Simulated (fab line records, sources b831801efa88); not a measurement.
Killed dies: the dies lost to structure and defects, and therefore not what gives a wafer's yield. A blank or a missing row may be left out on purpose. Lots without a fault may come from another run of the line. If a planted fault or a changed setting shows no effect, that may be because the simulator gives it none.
Code-filled problem report in 8D (eight disciplines) form | flow sky130 | the parts of the form that need people (team, actions taken, sign-off) are left out

== 1. PROBLEM STATEMENT ==
At SKY_PAD_OPEN_PROBE_99, killed_at_M4_up averages 38 over 6 wafers from 2 lots, while fault-free wafers read 3, standard deviation 1.6. Relative to the usual mean, that is a shift of +22 standard deviations.
Earliest sighting: wafer L393.2 on prober-01 at day 49 10:23. At this step, 24 wafers from 8 lots have a number in the record. The rule behind "out" and "out of limits": a value lying over 4 standard deviations away from the usual mean. The rest of the wafers with a number are treated as sound.

== 2. WHAT IT IS, WHAT IT ISN'T ==
question                    | is                     | is not
which readings at this step | killed_at_M4_up        | killed-at-contacts, killed-at-front-end, killed-at-other
which lots                  | L393, L394             | L378, L379, L382, L383, L386, L388
which wafers of those lots  | all that have a number | -
read on which tools         | prober-01, prober-02   | -
when                        | from day 49 10:23      | up to then (18 sound wafers)

== 3. THE SUSPECTS, EACH WITH WHAT RULES IT OUT ==
Counting: any tool at a process step up to the reading is kept as a suspect provided that every lot that is out went through it and no sound lot did after the first of them.
- pvd-sputter-01 at SKY_METAL5_SPUTTER_02 (material AlCu, target thk 1150 nm, time 61.2 s): kept. Every lot that is out went through it, starting with L393 (day 46 21:45), and after that it ran no sound lot; the last sound lot it ran before then is L388 (day 45 17:43).
- plasma-asher-02 at SKY_PAD_OPEN_STRIP_08 (strips in O2/N2): kept. Every lot that is out went through it, starting with L393 (day 49 08:07), and after that it ran no sound lot; the last sound lot it ran before then is L382 (day 46 22:14).
After counting, pvd-sputter-01 at SKY_METAL5_SPUTTER_02 and plasma-asher-02 at SKY_PAD_OPEN_STRIP_08 remain.

== 4. THE CAUSE (what the simulator had put in) ==
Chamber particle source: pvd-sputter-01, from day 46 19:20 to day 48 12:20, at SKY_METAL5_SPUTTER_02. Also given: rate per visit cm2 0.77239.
Counting leaves 2 suspects; this tool is one of them.

== 5. SEQUENCE OF EFFECTS, ordered by route ==
Each row: a reading where the mean over the struck wafers with a number is more than 3 standard deviations away from the usual. Only readings whose record carries a usual standard deviation are examined. hours: median over the lots of the time between each lot's start at the first step of this table that gives one and its start at this step. sigmas: the change, counted in usual standard deviations.
hours | step                  | reading              | usual  | on struck wafers | change | sigmas
0     | SKY_PAD_OPEN_PROBE_99 | defect-limited-yield | 82.4 % | 76.2             | -6.2   | -3.1
0     | SKY_PAD_OPEN_PROBE_99 | killed_at_M4_up      | 3      | 38               | +35    | +22
0     | SKY_PAD_OPEN_PROBE_99 | killed-dies          | 87     | 117              | +30    | +3.0
0     | SKY_PAD_OPEN_PROBE_99 | sort_bin_3_pad_short | 0.9 %  | 2.3              | +1.4   | +3.6
0     | SKY_PAD_OPEN_PROBE_99 | sort-n-pass          | 405    | 375              | -30    | -3.0
0     | SKY_PAD_OPEN_PROBE_99 | sort-yield-pct       | 82.4 % | 76.2             | -6.2   | -3.1
Process steps it contains:
- SKY_PAD_OPEN_PROBE_99

== 6. HOW IT WOULD HAVE BEEN CAUGHT EARLIER ==
The fault began at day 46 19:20; the first out-of-limits reading in this record came at day 49 10:23, 63 hours later.
No tool reading at SKY_METAL5_SPUTTER_02 that has a usual standard deviation in the record was out on any struck wafer, so an alarm limit of 4 standard deviations on those readings would not have fired.
The start of SKY_METAL5_SPUTTER_02 on pvd-sputter-01 came by day 49 10:23 for every one of the lots that are out (2). Tool hold at that time: it would have spared none of them.
